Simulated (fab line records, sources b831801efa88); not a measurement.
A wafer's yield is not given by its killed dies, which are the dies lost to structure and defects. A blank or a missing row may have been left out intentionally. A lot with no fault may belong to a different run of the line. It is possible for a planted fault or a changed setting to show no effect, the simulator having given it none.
Chamber matching	flow sky130	4 sister chambers for SKY_VIA2_ETCH_14 on rie-diel-01
The step etches BARC in N2/H2, stops on SiO2, time 45.9 s, target depth 60 nm. 4 wafers are shown with their chamber, then 12 later ones without.

## EACH WAFER AND ITS CHAMBER
wafer	chamber	throttle-valve-pct (%)
L088.3	3	13.221
L089.2	0	13.216
L089.4	2	13.229
L089.5	1	13.238

## WAFERS WITH NO CHAMBER GIVEN
wafer	throttle-valve-pct (%)
L090.1	13.211
L090.2	13.224
L090.6	13.220
L091.2	13.231
L091.3	13.221
L091.6	13.220
L092.1	13.219
L092.3	13.218
L092.5	13.221
L096.3	13.219
L096.4	13.218
L096.6	13.215

## WHICH CHAMBER EACH WENT THROUGH
wafer	from the rows above	in truth
L090.1	0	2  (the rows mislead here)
L090.2	can't be placed: 3 or 2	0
L090.6	can't be placed: 3 or 0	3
L091.2	2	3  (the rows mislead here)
L091.3	3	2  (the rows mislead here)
L091.6	can't be placed: 3 or 0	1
L092.1	can't be placed: 3 or 0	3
L092.3	can't be placed: 0 or 3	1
L092.5	3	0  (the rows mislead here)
L096.3	can't be placed: 3 or 0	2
L096.4	can't be placed: 0 or 3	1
L096.6	0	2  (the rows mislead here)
Placed correctly: 0 of 12. Cannot be placed on the basis of these rows: 7; the candidates contain the true chamber in 2. 5 placed wrongly.
How it was worked out, from the rows above alone: a wafer's distance from a chamber is the root of the sum, over the readings, of the square of ((its reading less the chamber's mean) divided by the reading's scatter). The wafer belongs to the nearest chamber; if the next one is less than 2 further off, it can't be placed. Each chamber's mean is taken over the wafers shown for it. The scatter (one wafer shown for each chamber): square how far every hidden wafer sits from the nearest shown wafer, average those squares and take the square root.
